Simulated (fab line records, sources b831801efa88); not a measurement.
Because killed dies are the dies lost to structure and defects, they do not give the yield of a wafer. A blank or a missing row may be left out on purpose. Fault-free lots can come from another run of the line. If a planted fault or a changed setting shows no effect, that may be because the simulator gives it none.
What tool caused it?	flow sky130	13 lots with 39 wafers sampled at 3 steps, on a route of 708 steps

== WHAT THE GAUGES READ, wafer by wafer ==
SKY_VIA2_BOW_MEAS_03.
lot	measured	on	VIA2_BOW (um)
L112	day 35 18:53	filmMetro-03	91 85 73
L113	day 36 09:52	filmMetro-03	87 95 94
L115	day 37 02:21	filmMetro-04	86 91 101
L119	day 38 06:35	filmMetro-04	86 91 94
L118	day 38 09:04	filmMetro-03	85 88 100
L120	day 38 18:38	filmMetro-04	96 87 95
L121	day 38 19:42	filmMetro-04	83 100 87
L124	day 39 15:34	filmMetro-04	88 78 88
L129	day 41 01:34	filmMetro-04	80 80 84
L130	day 41 05:48	filmMetro-04	98 93 83
L131	day 41 11:31	filmMetro-01	88 87 88
L132	day 41 21:49	filmMetro-04	98 89 86
L133	day 42 04:46	filmMetro-01	80 88 77

== TOOL THAT RAN EACH LOT (tool first, then ch and the chambers of the sampled wafers, then the start) ==
lot	SKY_SD_N_STRIP_11	SKY_VIA2_CMP_02
L112	plasmaAsher-04 ch 0,1, day 28 11:58	cmp-01 ch 2,3, day 35 18:38
L113	plasmaAsher-04 ch 0,1, day 29 05:21	cmp-02 ch 0,3, day 36 09:32
L115	plasmaAsher-01 ch 0,1, day 29 23:10	cmp-01 ch 2,3, day 37 02:03
L119	plasmaAsher-03 ch 0, day 31 05:25	cmp-01 ch 1,2,3, day 38 06:16
L118	plasmaAsher-03 ch 0,1, day 31 06:41	cmp-02 ch 0,1,3, day 38 08:46
L120	plasmaAsher-01 ch 0,1, day 31 17:31	cmp-01 ch 2,3, day 38 18:23
L121	plasmaAsher-01 ch 0,1, day 31 20:49	cmp-01 ch 0,1,2, day 38 19:33
L124	plasmaAsher-04 ch 0,1, day 32 17:01	cmp-02 ch 0,2,3, day 39 15:16
L129	plasmaAsher-01 ch 0,1, day 34 03:16	cmp-01 ch 0,2,3, day 41 01:22
L130	plasmaAsher-01 ch 0,1, day 34 08:28	cmp-01 ch 0,2,3, day 41 05:30
L131	plasmaAsher-03 ch 0, day 34 14:55	cmp-02 ch 1,2, day 41 11:11
L132	plasmaAsher-04 ch 1, day 35 03:01	cmp-02 ch 0,3, day 41 21:29
L133	plasmaAsher-01 ch 0,1, day 35 12:13	cmp-02 ch 2,3, day 42 04:28
- SKY_SD_N_STRIP_11: strips in O2/N2.
- SKY_VIA2_CMP_02: polishes SiO2.

== AS READ BY THE TOOLS THEMSELVES (means over the sampled wafers that have a number; for cases with no such wafer, the mark the record gives instead) ==
SKY_SD_N_STRIP_11.
lot	tool	chamberPressureMTorr (mTorr)	drypumpMotorCurrentA (A)	oesProductAu (a.u.)	stripTimeToEndpointS (s)
L112	plasmaAsher-04	1500.5	6.3	0.531	22.59
L113	plasmaAsher-04	1500.4	6.5	0.529	22.53
L115	plasmaAsher-01	1501.0	5.1	0.528	22.56
L119	plasmaAsher-03	1500.2	5.0	0.526	22.58
L118	plasmaAsher-03	1501.9	5.2	0.523	22.61
L120	plasmaAsher-01	1501.1	5.1	0.525	23.36
L121	plasmaAsher-01	1499.7	5.3	0.519	23.04
L124	plasmaAsher-04	1500.7	6.3	0.526	22.56
L129	plasmaAsher-01	1499.8	5.1	0.529	22.57
L130	plasmaAsher-01	1499.5	5.1	0.525	22.54
L131	plasmaAsher-03	1499.6	5.1	0.525	22.53
L132	plasmaAsher-04	1500.6	6.1	0.529	22.56
L133	plasmaAsher-01	1500.1	5.3	0.523	22.54

SKY_VIA2_CMP_02.
lot	tool	motorCurrentA (A)	platenRpm (rpm)
L112	cmp-01	13.8	59.98
L113	cmp-02	13.2	60.03
L115	cmp-01	13.4	59.99
L119	cmp-01	13.6	60.00
L118	cmp-02	12.8	60.01
L120	cmp-01	13.9	59.98
L121	cmp-01	12.5	60.01
L124	cmp-02	12.7	60.01
L129	cmp-01	13.4	59.97
L130	cmp-01	13.4	60.01
L131	cmp-02	12.0	59.92
L132	cmp-02	13.3	59.99
L133	cmp-02	11.9	60.00

== THE ANSWER, worked out from the rows above alone ==
Rule: the lots themselves supply what counts as usual. The widest of any qualifying gaps counts: lots, ordered by their means at a reading, are off when they make up no more than a third of the lots, leave a main group of 4 or more, and stand apart from it by 3 or more times the standard deviation of that group's means. Not used: any main group whose means are identical at the precision the tables above print for the reading. Also off: a lot with no number at a reading for which 4 or more lots have one. All remaining lots with rows at the step are treated as sound. After the gauges, taken in route order, come the tools' own readings; for these a lot's mean is taken, as printed above. The first step at which some lot is off is used, and at that step the reading that is off furthest; a lot without a number counts as furthest.
Off at SKY_SD_N_STRIP_11 (stripTimeToEndpointS): L120, L121. The main group: mean 22.56 s, standard deviation 0.024.
If a tool, at that step or one of the process steps before it, ran each lot that is off and ran no sound lot following the first of them, it fits. Of those tried, none fits.

== WHAT THE SIMULATOR HAD INSERTED ==
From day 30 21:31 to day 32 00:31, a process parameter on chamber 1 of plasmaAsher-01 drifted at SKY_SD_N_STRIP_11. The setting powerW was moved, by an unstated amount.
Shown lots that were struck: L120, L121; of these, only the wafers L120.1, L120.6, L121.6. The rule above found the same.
